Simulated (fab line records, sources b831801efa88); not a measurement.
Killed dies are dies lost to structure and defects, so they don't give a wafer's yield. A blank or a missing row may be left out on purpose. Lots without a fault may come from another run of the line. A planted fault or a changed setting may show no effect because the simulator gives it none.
Chamber matching | flow sky130 | SKY_VIA1_ETCH_14 on rie_diel-04: 4 sister chambers
The step etches BARC in N2/H2, stops on SiO2, time 45.9 s, target depth 60 nm. 7 wafers are shown with their chamber, then 7 later ones without.

WAFERS WITH THEIR CHAMBER
wafer  | chamber | drypump_motor_current_A (A) | throttle_valve_pct (%)
L077.2 | 2       | 5.7                         | 13.211
L079.3 | 0       | 6.1                         | 13.211
L080.3 | 1       | 6.4                         | 13.230
L080.4 | 3       | 5.6                         | 13.224
L080.5 | 2       | 5.8                         | 13.239
L082.1 | 3       | 5.6                         | 13.233
L082.3 | 1       | 6.5                         | 13.231

WAFERS WITHOUT THEIR CHAMBER
wafer  | drypump_motor_current_A (A) | throttle_valve_pct (%)
L082.6 | 5.6                         | 13.222
L084.1 | 6.5                         | 13.210
L084.3 | 6.2                         | 13.225
L084.6 | 5.8                         | 13.220
L087.3 | 5.6                         | 13.231
L087.5 | 5.6                         | 13.212
L087.6 | 6.1                         | 13.215

WHICH CHAMBER EACH WENT THROUGH
wafer  | from the rows above     | in truth
L082.6 | 3                       | 3
L084.1 | 1                       | 1
L084.3 | 0                       | 0
L084.6 | 2                       | 2
L087.3 | 3                       | 3
L087.5 | can't be placed: 3 or 2 | 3
L087.6 | 0                       | 0
Placed correctly: 6 of 7. Can't be placed from these rows: 1 (the true chamber is among the candidates in 1). Placed wrongly: 0.
How it was worked out, from the rows above alone: a wafer's distance from a chamber is the root of the sum, over the readings, of the square of ((its reading less the chamber's mean) divided by the reading's scatter). The wafer belongs to the nearest chamber; if the next one is less than 2 further off, it can't be placed. A chamber's mean is the mean of its shown wafers. The scatter: the root of (the sum of the squares of (reading less its chamber's mean) over the shown wafers, divided by (wafers less chambers)).
